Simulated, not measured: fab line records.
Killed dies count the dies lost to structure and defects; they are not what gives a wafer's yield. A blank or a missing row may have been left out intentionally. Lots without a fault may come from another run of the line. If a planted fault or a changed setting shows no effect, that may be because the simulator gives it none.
Which tool did it? / flow gf180mcu / 11 lots, 33 wafers sampled, at 3 steps of a route of 602

WHAT EACH GAUGE READ, for each wafer
GF_M3_RS_MEAS_05: uses a four-point probe to measure.
lot=L264; measured=day 20 11:21; on=film metro-04; M3_ALCU_RS (ohm/sq)=0.0708 0.0712 0.0718
lot=L266; measured=day 21 08:58; on=film metro-02; M3_ALCU_RS (ohm/sq)=0.0704 0.0705 0.0716
lot=L267; measured=day 21 16:11; on=film metro-03; M3_ALCU_RS (ohm/sq)=0.0700 0.0696 0.0704
lot=L268; measured=day 22 00:15; on=film metro-03; M3_ALCU_RS (ohm/sq)=0.0702 0.0685 0.0691
lot=L272; measured=day 23 14:22; on=film metro-03; M3_ALCU_RS (ohm/sq)=0.0703 0.0706 0.0703
lot=L276; measured=day 25 04:59; on=film metro-02; M3_ALCU_RS (ohm/sq)=0.0722 0.0716 0.0725
lot=L278; measured=day 26 05:54; on=film metro-04; M3_ALCU_RS (ohm/sq)=0.0776 0.0750 0.0769
lot=L282; measured=day 26 19:34; on=film metro-04; M3_ALCU_RS (ohm/sq)=0.0738 0.0755 0.0761
lot=L283; measured=day 27 03:34; on=film metro-04; M3_ALCU_RS (ohm/sq)=0.0708 0.0711 0.0713
lot=L284; measured=day 27 19:56; on=film metro-03; M3_ALCU_RS (ohm/sq)=0.0694 0.0704 0.0700
lot=L286; measured=day 28 06:10; on=film metro-03; M3_ALCU_RS (ohm/sq)=0.0703 0.0713 0.0703

GF_M3_THK_MEAS_06: measures by xrf.
lot=L264; measured=day 20 11:28; on=film metro-04; M3_ALCU_THK (nm)=440 438 432
lot=L266; measured=day 21 09:05; on=film metro-02; M3_ALCU_THK (nm)=441 440 435
lot=L267; measured=day 21 16:17; on=film metro-03; M3_ALCU_THK (nm)=442 445 443
lot=L268; measured=day 22 00:22; on=film metro-03; M3_ALCU_THK (nm)=443 450 446
lot=L272; measured=day 23 14:29; on=film metro-03; M3_ALCU_THK (nm)=442 438 440
lot=L276; measured=day 25 05:06; on=film metro-02; M3_ALCU_THK (nm)=432 436 431
lot=L278; measured=day 26 06:01; on=film metro-04; M3_ALCU_THK (nm)=404 417 408
lot=L282; measured=day 26 19:40; on=film metro-04; M3_ALCU_THK (nm)=423 414 408
lot=L283; measured=day 27 03:41; on=film metro-04; M3_ALCU_THK (nm)=442 440 437
lot=L284; measured=day 27 20:02; on=film metro-03; M3_ALCU_THK (nm)=449 442 443
lot=L286; measured=day 28 06:16; on=film metro-03; M3_ALCU_THK (nm)=443 436 442

TOOL THAT RAN EACH LOT (tool first, then ch and the chambers of the sampled wafers, then the start)
lot=L264; GF_M3_SPUTTER_02=pvd sputter-02, day 20 11:16
lot=L266; GF_M3_SPUTTER_02=pvd sputter-01, day 21 08:53
lot=L267; GF_M3_SPUTTER_02=pvd sputter-03, day 21 16:04
lot=L268; GF_M3_SPUTTER_02=pvd sputter-01, day 22 00:08
lot=L272; GF_M3_SPUTTER_02=pvd sputter-01, day 23 14:16
lot=L276; GF_M3_SPUTTER_02=pvd sputter-02, day 25 04:52
lot=L278; GF_M3_SPUTTER_02=pvd sputter-01, day 26 05:49
lot=L282; GF_M3_SPUTTER_02=pvd sputter-01, day 26 19:26
lot=L283; GF_M3_SPUTTER_02=pvd sputter-02, day 27 03:28
lot=L284; GF_M3_SPUTTER_02=pvd sputter-02, day 27 19:49
lot=L286; GF_M3_SPUTTER_02=pvd sputter-03, day 28 06:02
- GF_M3_SPUTTER_02: material AlCu, target thk 450 nm, time 23.9 s.

AS READ BY THE TOOLS THEMSELVES (means over the sampled wafers that have a number; for cases with no such wafer, the mark the record gives instead)
GF_M3_SPUTTER_02.
lot=L264; tool=pvd sputter-02; throttle valve pct (%)=30.9
lot=L266; tool=pvd sputter-01; throttle valve pct (%)=29.7
lot=L267; tool=pvd sputter-03; throttle valve pct (%)=31.8
lot=L268; tool=pvd sputter-01; throttle valve pct (%)=29.7
lot=L272; tool=pvd sputter-01; throttle valve pct (%)=28.5
lot=L276; tool=pvd sputter-02; throttle valve pct (%)=30.5
lot=L278; tool=pvd sputter-01; throttle valve pct (%)=28.9
lot=L282; tool=pvd sputter-01; throttle valve pct (%)=29.0
lot=L283; tool=pvd sputter-02; throttle valve pct (%)=30.1
lot=L284; tool=pvd sputter-02; throttle valve pct (%)=30.6
lot=L286; tool=pvd sputter-03; throttle valve pct (%)=30.5

THE ANSWER, worked out from the rows above alone
Rule: the lots themselves supply what counts as usual. Put in order of their means at a reading, lots are off if they are a third of the lots or fewer, leave a main group of 4 or more, and stand apart from it by a gap of 3 or more times the standard deviation of the main group's means; of several such gaps the widest counts. A main group is skipped when, at the precision printed for the reading in the tables above, its means are all equal. Also off: a lot with no number at a reading for which 4 or more lots have one. Where the step has rows for the other lots, those lots are counted as sound. The gauges are gone through in route order, then the tools' own readings, and for those a lot's mean is taken as printed above. The first step at which some lot is off is used, and at that step the reading that is off furthest; a lot without a number counts as furthest.
Off: L278, L282, seen at GF_M3_RS_MEAS_05 (M3_ALCU_RS). Mean 0.0706 ohm/sq and standard deviation 0.00079 in the main group.
If a tool, at a process step before that reading, ran all the lots that are off and no sound lot after the first of them, it fits. Those tools and the gauges at GF_M3_RS_MEAS_05 are tried in the same way. One fits: GF_M3_SPUTTER_02 on pvd sputter-01. A fault onset in the window from L272 (day 23 14:16, its last sound lot) to L278 (day 26 05:49, its first lot off) fits.

WHAT THE SIMULATOR PUT IN
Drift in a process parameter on pvd sputter-01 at GF_M3_SPUTTER_02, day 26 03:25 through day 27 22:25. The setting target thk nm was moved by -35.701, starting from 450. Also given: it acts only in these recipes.
Lots struck among those shown: L278, L282. The same result came from the rule above.
